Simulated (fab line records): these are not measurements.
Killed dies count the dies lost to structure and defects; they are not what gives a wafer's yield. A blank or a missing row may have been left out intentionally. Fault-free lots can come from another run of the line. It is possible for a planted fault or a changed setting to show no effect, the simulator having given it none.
fab line records | flow sky130
record: lots: 14 | wafers: 42 | last-day: 50
route steps=708 shown FIELD_ISO@24 VT_ADJUST_HVTP@95 VT_ADJUST_LVTN@106 SONOS_TUNNEL@166
lots that met no fault: taken from a fault-free run of the same line
start-h: hours from the record's first day to the start of the lot's first wafer shown | wait-h: how many hours have passed since the lot's step before this one | " unchanged from the row above | L1.1+2: a single row standing in for several wafers | - no value, or no start given | * or withheld: withheld | < > ~ a bound
route shown NAME@n: a module of which the file shows steps, and the number in the route of the first | usual: mean/standard deviation taken from wafers without a fault | same: alike in all rows | chamber/n: place in a boat | sites: the reading at each site | _std_site: their standard deviation | _edge_site: mean of outer sites minus mean of inner sites | radius-mm: how far each site lies from the wafer's centre | mask NAME#n: copy n | behind: the most recent tool/chamber to have shaped the wafer | hold: what put the lot on hold/how long, in hours/how the hold closed | device: the transistor (n, p or np) that didn't switch | end of line: tests of these same wafers at the route's end | a step without rows: its recipe alone | killed: count of dies lost to structure and defects at first sort (not the wafer's yield) | map: the dies of a wafer, with x for killed, . for not killed, _ for no die there
set.NAME: the setting that was run; set.NAME@STEP: the one run at that earlier step | model.NAME: the simulator's own value behind a step, which no gauge read
one table for each step of the route and one row for each wafer, over a sample of lots
services: when a tool's chamber went out of use (start-h, in hours from the record's first day, below 0 if earlier), for how many hours, and the reason
== steps ==
step: SKY_FIELD_ISO_THK_MEAS_23
recipe: reads: SiO2_of_FIELD_ISO_OXIDATION_22
usual: FIELD_ISO_OXIDATION_01_THK: 10.11/0.19
lot.wafer | tool          | chamber | start-h | wait-h | FIELD_ISO_OXIDATION_01_THK[nm]
L330.2    | film-metro-03 | -       | 29.17   | 0.0    | 10.53
L330.3    | "             | -       | "       | "      | 10.32
L330.4    | "             | -       | "       | "      | 10.25
L331.1    | film-metro-04 | -       | 37.01   | 0.0    | 10.63
L331.3    | "             | -       | "       | "      | 10.48
L331.5    | "             | -       | "       | "      | 10.58
L332.1    | film-metro-03 | -       | 42.18   | 0.0    | 10.23
L332.2    | "             | -       | "       | "      | 10.29
L332.3    | "             | -       | "       | "      | 10.25
L333.2    | film-metro-01 | -       | 47.36   | 0.0    | 10.14
L333.3    | "             | -       | "       | "      | 10.07
L333.4    | "             | -       | "       | "      | 9.73
L334.2    | film-metro-01 | -       | 52.81   | 0.0    | 9.78
L334.3    | "             | -       | "       | "      | 9.98
L334.5    | "             | -       | "       | "      | 9.93
L335.1    | film-metro-01 | -       | 55.66   | 0.0    | 10.14
L335.3    | "             | -       | "       | "      | 10.08
L335.6    | "             | -       | "       | "      | 10.12
L337.1    | film-metro-04 | -       | 66.11   | 0.0    | 10.25
L337.3    | "             | -       | "       | "      | 10.04
L337.4    | "             | -       | "       | "      | 10.21
L339.1    | film-metro-03 | -       | 80.87   | 0.0    | 9.93
L339.2    | "             | -       | "       | "      | 9.74
L339.4    | "             | -       | "       | "      | 9.85
L341.1    | film-metro-01 | -       | 88.38   | 0.0    | 9.96
L341.4    | "             | -       | "       | "      | 9.66
L341.5    | "             | -       | "       | "      | 9.78
L342.2    | film-metro-01 | -       | 92.40   | 0.0    | 9.92
L342.3    | "             | -       | "       | "      | 9.67
L342.4    | "             | -       | "       | "      | 9.86
L343.4    | film-metro-01 | -       | 100.15  | 0.0    | 10.24
L343.5    | "             | -       | "       | "      | 10.34
L343.6    | "             | -       | "       | "      | 10.27
L347.1    | film-metro-01 | -       | 118.52  | 0.0    | 10.27
L347.2    | "             | -       | "       | "      | 10.17
L347.5    | "             | -       | "       | "      | 10.09
L352.2    | film-metro-03 | -       | 144.86  | 0.0    | 10.05
L352.4    | "             | -       | "       | "      | 10.10
L352.6    | "             | -       | "       | "      | 10.09
L353.1    | film-metro-01 | -       | 151.00  | 0.0    | 9.95
L353.3    | "             | -       | "       | "      | 9.93
L353.6    | "             | -       | "       | "      | 10.23
step: SKY_VT_ADJUST_HVTP_STRIP_10
recipe: chemistry: O2/N2 | power-w: 1400 | pressure-mtorr: 1500 | platen-temp-c: withheld | o2-flow-sccm: 3000 | n2-flow-sccm: 300 | overash-fraction: 0.5
usual: chamber-pressure-mTorr: 1500.0/1.3 | drypump-motor-current-A: 6.11/0.21 | oes-product-au: 0.716/0.0046 | strip-time-to-endpoint-s: 14.19/0.037
lot.wafer | tool            | chamber | start-h | wait-h | chamber-pressure-mTorr | drypump-motor-current-A | oes-product-au | rf-hours-counter-h | strip-time-to-endpoint-s
L330.2    | plasma-asher-03 | 0       | 117.87  | 0.1    | 1500.2                 | 6.19                    | 0.719          | 32                 | 14.20
L330.3    | "               | 1       | "       | "      | 1499.9                 | 6.27                    | 0.714          | -                  | 14.18
L330.4    | "               | 0       | "       | "      | 1501.8                 | 6.19                    | 0.720          | -                  | 14.18
L331.1    | plasma-asher-04 | 1       | 127.57  | 0.1    | 1501.1                 | 5.87                    | 0.720          | 42                 | 14.26
L331.3    | "               | 0       | "       | "      | 1497.0                 | 5.74                    | 0.715          | -                  | 14.19
L331.5    | "               | 1       | "       | "      | 1499.9                 | 5.87                    | 0.711          | -                  | 14.18
L332.1    | plasma-asher-04 | 1       | 133.67  | 0.1    | 1499.2                 | 5.88                    | 0.716          | 43                 | 14.20
L332.2    | "               | 0       | "       | "      | 1499.2                 | 5.79                    | 0.714          | 43                 | 14.21
L332.3    | "               | 0       | "       | "      | 1498.6                 | 5.74                    | 0.711          | -                  | 14.20
L333.2    | plasma-asher-03 | 1       | 139.93  | 0.1    | 1501.3                 | 6.30                    | 0.719          | 34                 | 14.20
L333.3    | "               | 0       | "       | "      | 1499.5                 | 6.21                    | 0.716          | -                  | 14.25
L333.4    | "               | 1       | "       | "      | 1500.5                 | 6.31                    | 0.727          | -                  | 14.19
L334.2    | plasma-asher-01 | 1       | 146.83  | 0.1    | 1499.1                 | 6.37                    | 0.715          | 2                  | 14.18
L334.3    | "               | 0       | "       | "      | 1498.5                 | 6.01                    | 0.720          | -                  | 14.18
L334.5    | "               | 1       | "       | "      | 1500.0                 | 6.37                    | 0.709          | -                  | 14.19
L335.1    | plasma-asher-03 | 1       | 150.68  | 0.1    | 1499.3                 | 6.29                    | 0.705          | 35                 | 14.18
L335.3    | "               | 0       | "       | "      | 1500.0                 | 6.20                    | 0.711          | -                  | 14.15
L335.6    | "               | 1       | "       | "      | 1499.2                 | 6.28                    | 0.710          | -                  | 14.12
L337.1    | plasma-asher-03 | 1       | 163.78  | 0.1    | 1499.9                 | 6.30                    | 0.713          | 36                 | 14.26
L337.3    | "               | 0       | "       | "      | 1500.5                 | 6.13                    | 0.716          | -                  | 14.27
L337.4    | "               | 1       | "       | "      | 1500.6                 | 6.30                    | 0.712          | -                  | 14.27
L339.1    | plasma-asher-04 | 1       | 181.23  | 0.1    | 1499.1                 | 5.90                    | 0.721          | 48                 | 14.21
L339.2    | "               | 0       | "       | "      | 1498.8                 | 5.76                    | 0.714          | 48                 | 14.23
L339.4    | "               | 0       | "       | "      | 1499.5                 | 5.72                    | 0.711          | -                  | 14.20
L341.1    | plasma-asher-01 | 1       | 193.33  | 0.1    | 1500.8                 | 6.39                    | 0.719          | 7                  | 14.19
L341.4    | "               | 0       | "       | "      | 1499.9                 | 6.02                    | 0.717          | -                  | 14.14
L341.5    | "               | 1       | "       | "      | 1498.6                 | 6.38                    | 0.708          | -                  | 14.18
L342.2    | plasma-asher-03 | 1       | 196.73  | 0.1    | -                      | -                       | -              | -                  | -
L342.3    | "               | 0       | "       | "      | -                      | -                       | -              | -                  | -
L342.4    | "               | 1       | "       | "      | -                      | -                       | -              | -                  | -
L343.4    | plasma-asher-03 | 1       | 206.92  | 0.1    | -                      | -                       | -              | -                  | -
L343.5    | "               | 0       | "       | "      | -                      | -                       | -              | -                  | -
L343.6    | "               | 1       | "       | "      | -                      | -                       | -              | -                  | -
L347.1    | plasma-asher-03 | 1       | 229.22  | 0.1    | 1499.0                 | 6.26                    | 0.713          | 44                 | 14.15
L347.2    | "               | 0       | "       | "      | 1501.4                 | 6.19                    | 0.713          | 44                 | 14.16
L347.5    | "               | 1       | "       | "      | 1499.8                 | 6.27                    | 0.711          | -                  | 14.15
L352.2    | plasma-asher-01 | 0       | 260.28  | 0.1    | 1499.8                 | 6.02                    | 0.714          | 14                 | 14.18
L352.4    | "               | 0       | "       | "      | 1501.6                 | 6.05                    | 0.711          | -                  | 14.22
L352.6    | "               | 1       | "       | "      | 1501.3                 | 6.38                    | 0.719          | -                  | 14.21
L353.1    | plasma-asher-01 | 0       | 266.63  | 0.1    | 1497.3                 | 6.02                    | 0.713          | 15                 | 14.16
L353.3    | "               | 1       | "       | "      | 1500.6                 | 6.36                    | 0.718          | -                  | 14.20
L353.6    | "               | 0       | "       | "      | 1501.0                 | 6.02                    | 0.714          | -                  | 14.15
step: SKY_VT_ADJUST_LVTN_STRIP_09
recipe: chemistry: O2/N2 | power-w: 1400 | pressure-mtorr: 1500 | platen-temp-c: withheld | o2-flow-sccm: 3000 | n2-flow-sccm: 300 | overash-fraction: 0.5
usual: chamber-pressure-mTorr: 1500.0/1.5 | drypump-motor-current-A: 6.14/0.29 | oes-product-au: 0.723/0.0036 | strip-time-to-endpoint-s: 36.88/0.1
lot.wafer | tool            | chamber | start-h | wait-h | chamber-pressure-mTorr | drypump-motor-current-A | oes-product-au | rf-hours-counter-h | strip-time-to-endpoint-s
L330.2    | plasma-asher-03 | 1       | 137.51  | 0.1    | 1501.0                 | 6.30                    | 0.728          | 34                 | 36.67
L330.3    | "               | 0       | "       | "      | 1501.6                 | 6.19                    | 0.723          | -                  | 36.70
L330.4    | "               | 1       | "       | "      | 1499.6                 | 6.28                    | 0.726          | -                  | 36.77
L331.1    | plasma-asher-04 | 0       | 147.06  | 0.1    | 1497.4                 | 5.78                    | 0.719          | 45                 | 36.85
L331.3    | "               | 1       | "       | "      | 1498.9                 | 5.91                    | 0.726          | -                  | 36.75
L331.5    | "               | 1       | "       | "      | 1500.9                 | 5.87                    | 0.722          | -                  | 36.91
L332.1    | plasma-asher-03 | 0       | 153.71  | 0.1    | 1498.8                 | 6.22                    | 0.732          | 35                 | 36.76
L332.2    | "               | 1       | "       | "      | 1500.9                 | 6.29                    | 0.723          | 35                 | 36.69
L332.3    | "               | 1       | "       | "      | 1497.7                 | 6.25                    | 0.722          | -                  | 36.83
L333.2    | plasma-asher-02 | 1       | 159.65  | 0.1    | 1497.2                 | 6.09                    | 0.727          | 48                 | 36.96
L333.3    | "               | 1       | "       | "      | 1502.0                 | 6.06                    | 0.725          | -                  | 36.96
L333.4    | "               | 0       | "       | "      | 1502.9                 | 6.68                    | 0.720          | -                  | 37.04
L334.2    | plasma-asher-03 | 0       | 166.71  | 0.1    | 1499.6                 | 6.18                    | 0.717          | 36                 | 36.98
L334.3    | "               | 0       | "       | "      | 1499.0                 | 6.16                    | 0.723          | -                  | 36.85
L334.5    | "               | 1       | "       | "      | 1500.4                 | 6.29                    | 0.720          | -                  | 36.98
L335.1    | plasma-asher-04 | 1       | 170.46  | 0.1    | 1500.4                 | 5.88                    | 0.721          | 47                 | 36.92
L335.3    | "               | 1       | "       | "      | 1499.3                 | 5.90                    | 0.724          | -                  | 36.87
L335.6    | "               | 1       | "       | "      | 1499.9                 | 5.88                    | 0.720          | -                  | 36.84
L337.1    | plasma-asher-02 | 0       | 184.46  | 0.1    | 1501.2                 | 6.69                    | 0.720          | 50                 | 37.01
L337.3    | "               | 0       | "       | "      | 1499.6                 | 6.70                    | 0.721          | -                  | 37.07
L337.4    | "               | 1       | "       | "      | 1500.3                 | 6.04                    | 0.725          | -                  | 36.94
L339.1    | plasma-asher-04 | 1       | 203.10  | 0.1    | 1497.1                 | 5.90                    | 0.723          | 50                 | 36.92
L339.2    | "               | 0       | "       | "      | 1500.2                 | 5.75                    | 0.718          | 50                 | 36.89
L339.4    | "               | 1       | "       | "      | 1499.2                 | 5.90                    | 0.721          | -                  | 36.95
L341.1    | plasma-asher-04 | 0       | 216.01  | 0.1    | 1499.9                 | 5.74                    | 0.720          | 51                 | 36.93
L341.4    | "               | 0       | "       | "      | 1503.7                 | 5.76                    | 0.727          | -                  | 36.92
L341.5    | "               | 0       | "       | "      | 1501.4                 | 5.75                    | 0.722          | -                  | 36.95
L342.2    | plasma-asher-03 | 1       | 218.70  | 0.1    | 1501.4                 | 6.30                    | 0.730          | 43                 | 53.79
L342.3    | "               | 1       | "       | "      | 1501.8                 | 6.31                    | 0.731          | -                  | 53.76
L342.4    | "               | 0       | "       | "      | 1500.8                 | 6.21                    | 0.731          | -                  | 53.79
L343.4    | plasma-asher-04 | 0       | 229.84  | 0.1    | 1501.4                 | 5.77                    | 0.728          | -                  | 53.77
L343.5    | "               | 1       | "       | "      | 1500.2                 | 5.86                    | 0.724          | -                  | 53.74
L343.6    | "               | 0       | "       | "      | 1500.5                 | 5.75                    | 0.731          | -                  | 53.67
L347.1    | plasma-asher-03 | 0       | 252.41  | 0.1    | 1500.5                 | 6.19                    | 0.723          | 46                 | 36.90
L347.2    | "               | 1       | "       | "      | 1500.5                 | 6.28                    | 0.727          | 46                 | 36.81
L347.5    | "               | 1       | "       | "      | 1500.8                 | 6.25                    | 0.727          | -                  | 36.92
L352.2    | plasma-asher-04 | 0       | 284.06  | 0.1    | 1500.3                 | 5.76                    | 0.720          | 56                 | 36.65
L352.4    | "               | 1       | "       | "      | 1500.7                 | 5.89                    | 0.730          | -                  | 36.71
L352.6    | "               | 0       | "       | "      | 1499.5                 | 5.72                    | 0.726          | -                  | 36.63
L353.1    | plasma-asher-04 | 1       | 291.71  | 0.1    | 1499.2                 | 5.88                    | 0.721          | 57                 | 36.70
L353.3    | "               | 1       | "       | "      | 1498.0                 | 5.89                    | 0.725          | -                  | 36.72
L353.6    | "               | 1       | "       | "      | 1500.0                 | 5.85                    | 0.726          | -                  | 36.73
step: SKY_VT_ADJUST_LVTN_TW_MEAS_10
usual: VT_ADJUST_LVTN_TW: 242.9/3
lot.wafer | tool          | chamber | start-h | wait-h | VT_ADJUST_LVTN_TW
L330.2    | film-metro-01 | -       | 137.62  | 0.1    | 240.0
L330.3    | "             | -       | "       | "      | 239.5
L330.4    | "             | -       | "       | "      | 240.1
L331.1    | film-metro-04 | -       | 147.16  | 0.1    | 241.7
L331.3    | "             | -       | "       | "      | 242.0
L331.5    | "             | -       | "       | "      | 242.7
L332.1    | film-metro-01 | -       | 153.81  | 0.1    | 239.2
L332.2    | "             | -       | "       | "      | 239.9
L332.3    | "             | -       | "       | "      | 239.3
L333.2    | film-metro-01 | -       | 159.76  | 0.1    | 239.4
L333.3    | "             | -       | "       | "      | 239.2
L333.4    | "             | -       | "       | "      | 239.9
L334.2    | film-metro-02 | -       | 166.82  | 0.1    | 245.8
L334.3    | "             | -       | "       | "      | 246.8
L334.5    | "             | -       | "       | "      | 247.3
L335.1    | film-metro-04 | -       | 170.56  | 0.1    | 241.8
L335.3    | "             | -       | "       | "      | 242.5
L335.6    | "             | -       | "       | "      | 240.3
L337.1    | film-metro-04 | -       | 184.56  | 0.1    | 241.8
L337.3    | "             | -       | "       | "      | 241.9
L337.4    | "             | -       | "       | "      | 243.0
L339.1    | film-metro-04 | -       | 203.20  | 0.1    | 241.3
L339.2    | "             | -       | "       | "      | 242.7
L339.4    | "             | -       | "       | "      | 243.0
L341.1    | film-metro-04 | -       | 216.11  | 0.1    | 243.3
L341.4    | "             | -       | "       | "      | 245.3
L341.5    | "             | -       | "       | "      | 242.6
L342.2    | film-metro-02 | -       | 218.81  | 0.1    | 30.7
L342.3    | "             | -       | "       | "      | 30.6
L342.4    | "             | -       | "       | "      | 30.5
L343.4    | film-metro-04 | -       | 229.93  | 0.1    | 30.2
L343.5    | "             | -       | "       | "      | 30.2
L343.6    | "             | -       | "       | "      | 30.5
L347.1    | film-metro-02 | -       | 252.51  | 0.1    | 246.3
L347.2    | "             | -       | "       | "      | 248.2
L347.5    | "             | -       | "       | "      | 248.3
L352.2    | film-metro-01 | -       | 284.17  | 0.1    | 240.1
L352.4    | "             | -       | "       | "      | 240.6
L352.6    | "             | -       | "       | "      | 239.6
L353.1    | film-metro-04 | -       | 291.81  | 0.1    | 242.0
L353.3    | "             | -       | "       | "      | 241.7
L353.6    | "             | -       | "       | "      | 241.8
step: SKY_VT_ADJUST_LVTN_TW_MEAS_21
usual: VT_ADJUST_LVTN_2_TW: 188.0/2.5
lot.wafer | tool          | chamber | start-h | wait-h | VT_ADJUST_LVTN_2_TW
L330.2    | film-metro-02 | -       | 157.32  | 0.1    | 190.2
L330.3    | "             | -       | "       | "      | 191.1
L330.4    | "             | -       | "       | "      | 190.3
L331.1    | film-metro-01 | -       | 167.11  | 0.1    | 184.7
L331.3    | "             | -       | "       | "      | 185.8
L331.5    | "             | -       | "       | "      | 185.3
L332.1    | film-metro-04 | -       | 173.66  | 0.1    | 187.7
L332.2    | "             | -       | "       | "      | 188.6
L332.3    | "             | -       | "       | "      | 187.9
L333.2    | film-metro-01 | -       | 180.62  | 0.1    | 185.4
L333.3    | "             | -       | "       | "      | 185.4
L333.4    | "             | -       | "       | "      | 184.8
L334.2    | film-metro-04 | -       | 187.92  | 0.1    | 188.1
L334.3    | "             | -       | "       | "      | 187.1
L334.5    | "             | -       | "       | "      | 187.9
L335.1    | film-metro-01 | -       | 192.21  | 0.1    | 186.8
L335.3    | "             | -       | "       | "      | 184.7
L335.6    | "             | -       | "       | "      | 184.7
L337.1    | film-metro-02 | -       | 207.08  | 0.1    | 191.5
L337.3    | "             | -       | "       | "      | 190.2
L337.4    | "             | -       | "       | "      | 190.7
L339.1    | film-metro-02 | -       | 226.91  | 0.1    | 189.9
L339.2    | "             | -       | "       | "      | 190.3
L339.4    | "             | -       | "       | "      | 190.2
L341.1    | film-metro-01 | -       | 239.06  | 0.1    | 185.2
L341.4    | "             | -       | "       | "      | 187.0
L341.5    | "             | -       | "       | "      | 186.9
L342.2    | film-metro-02 | -       | 242.67  | 0.1    | 191.8
L342.3    | "             | -       | "       | "      | 191.8
L342.4    | "             | -       | "       | "      | 191.4
L343.4    | film-metro-04 | -       | 252.98  | 0.1    | 186.4
L343.5    | "             | -       | "       | "      | 186.9
L343.6    | "             | -       | "       | "      | 187.7
L347.1    | film-metro-01 | -       | 276.70  | 0.1    | 185.4
L347.2    | "             | -       | "       | "      | 185.6
L347.5    | "             | -       | "       | "      | 185.3
L352.2    | film-metro-02 | -       | 308.86  | 0.1    | 192.1
L352.4    | "             | -       | "       | "      | 191.8
L352.6    | "             | -       | "       | "      | 191.1
L353.1    | film-metro-02 | -       | 317.26  | 0.1    | 191.4
L353.3    | "             | -       | "       | "      | 191.4
L353.6    | "             | -       | "       | "      | 190.3
step: SKY_SONOS_TUNNEL_TW_MEAS_12
usual: SONOS_TUNNEL_TW: 198/3.3
lot.wafer | tool          | chamber | start-h | wait-h | SONOS_TUNNEL_TW
L330.2    | film-metro-02 | -       | 245.15  | 0.0    | 203
L330.3    | "             | -       | "       | "      | 202
L330.4    | "             | -       | "       | "      | 201
L331.1    | film-metro-02 | -       | 256.71  | 0.0    | 202
L331.3    | "             | -       | "       | "      | 202
L331.5    | "             | -       | "       | "      | 202
L332.1    | film-metro-02 | -       | 264.79  | 0.0    | 202
L332.2    | "             | -       | "       | "      | 202
L332.3    | "             | -       | "       | "      | 201
L333.2    | film-metro-04 | -       | 272.22  | 0.0    | 198
L333.3    | "             | -       | "       | "      | 198
L333.4    | "             | -       | "       | "      | 199
L334.2    | film-metro-02 | -       | 280.61  | 0.0    | 202
L334.3    | "             | -       | "       | "      | 201
L334.5    | "             | -       | "       | "      | 202
L335.1    | film-metro-02 | -       | 286.20  | 0.0    | 202
L335.3    | "             | -       | "       | "      | 201
L335.6    | "             | -       | "       | "      | 201
L337.1    | film-metro-04 | -       | 303.44  | 0.0    | 199
L337.3    | "             | -       | "       | "      | 199
L337.4    | "             | -       | "       | "      | 199
L339.1    | film-metro-02 | -       | 324.18  | 0.0    | 200
L339.2    | "             | -       | "       | "      | 201
L339.4    | "             | -       | "       | "      | 201
L341.1    | film-metro-02 | -       | 338.54  | 0.0    | 202
L341.4    | "             | -       | "       | "      | 202
L341.5    | "             | -       | "       | "      | 202
L342.2    | film-metro-04 | -       | 344.10  | 0.0    | 197
L342.3    | "             | -       | "       | "      | 197
L342.4    | "             | -       | "       | "      | 197
L343.4    | film-metro-01 | -       | 356.82  | 0.0    | 194
L343.5    | "             | -       | "       | "      | 192
L343.6    | "             | -       | "       | "      | 193
L347.1    | film-metro-02 | -       | 382.50  | 0.0    | 202
L347.2    | "             | -       | "       | "      | 202
L347.5    | "             | -       | "       | "      | 203
L352.2    | film-metro-04 | -       | 421.29  | 0.0    | 198
L352.4    | "             | -       | "       | "      | 198
L352.6    | "             | -       | "       | "      | 197
L353.1    | film-metro-02 | -       | 430.59  | 0.0    | 202
L353.3    | "             | -       | "       | "      | 201
L353.6    | "             | -       | "       | "      | 201
== services ==
tool            | chamber | start-h | hours | kind
plasma-asher-03 | -       | 105.21  | 3.5   | repair
plasma-asher-01 | -       | 108.78  | 9.0   | pm
plasma-asher-01 | 0       | 108.78  | 11.6  | vent-cycle
plasma-asher-01 | 1       | 108.78  | 11.6  | vent-cycle
plasma-asher-01 | -       | 114.84  | 5.5   | repair
plasma-asher-01 | 0       | 117.78  | -     | clean
plasma-asher-01 | 1       | 117.78  | -     | clean
plasma-asher-03 | -       | 134.10  | 2.8   | pm
plasma-asher-03 | -       | 168.86  | 1.6   | repair
plasma-asher-01 | -       | 183.32  | 2.7   | repair
plasma-asher-04 | -       | 203.69  | 4.0   | pm
plasma-asher-02 | -       | 204.16  | 15.6  | pm
plasma-asher-04 | -       | 217.50  | 3.7   | repair
plasma-asher-03 | -       | 226.50  | 2.6   | repair
plasma-asher-03 | -       | 232.62  | 1.0   | repair
plasma-asher-04 | -       | 263.57  | 15.6  | pm
plasma-asher-02 | -       | 282.22  | 0.6   | repair
== key ==
first-sign: step: SKY_VT_ADJUST_HVTP_STRIP_10 | reading: tool-record | direction: missing
effect: step: SKY_VT_ADJUST_LVTN_STRIP_09 | reading: strip-time-to-endpoint-s | direction: up | sigmas: 99+ | usual: * | struck: *
effect: step: SKY_VT_ADJUST_LVTN_TW_MEAS_10 | reading: VT_ADJUST_LVTN_TW | direction: down | sigmas: 72 | usual: 242.9 | struck: 30.4
met-at SKY_VT_ADJUST_HVTP_STRIP_10
struck-lots L342,L343
sort-left-out L342.2,L342.3,L342.4,L343.4,L343.5,L343.6
tester-left-out L342,L343
not-acting-at SKY_FIELD_ISO_THK_MEAS_23,SKY_VT_ADJUST_LVTN_TW_MEAS_21,SKY_SONOS_TUNNEL_TW_MEAS_12
onset-between 163.78 196.73
fault: kind: skipped-step-whole | tool: plasma-asher-03 | chamber: - | onset-h: 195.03 | steps: SKY_VT_ADJUST_HVTP_STRIP_10 | scope: struck-lots-only
tester-left-out: of these lots the tester's yield and bins aren't shown, on N5 and GAA mostly nor the transistor test; their killed dies are dies lost to structure and defects alone, not to doping, threshold or leakage, so they don't give the yield
sort-left-out: the simulated sort isn't trusted on such a fault, so these wafers' sort isn't shown, and their yield isn't known
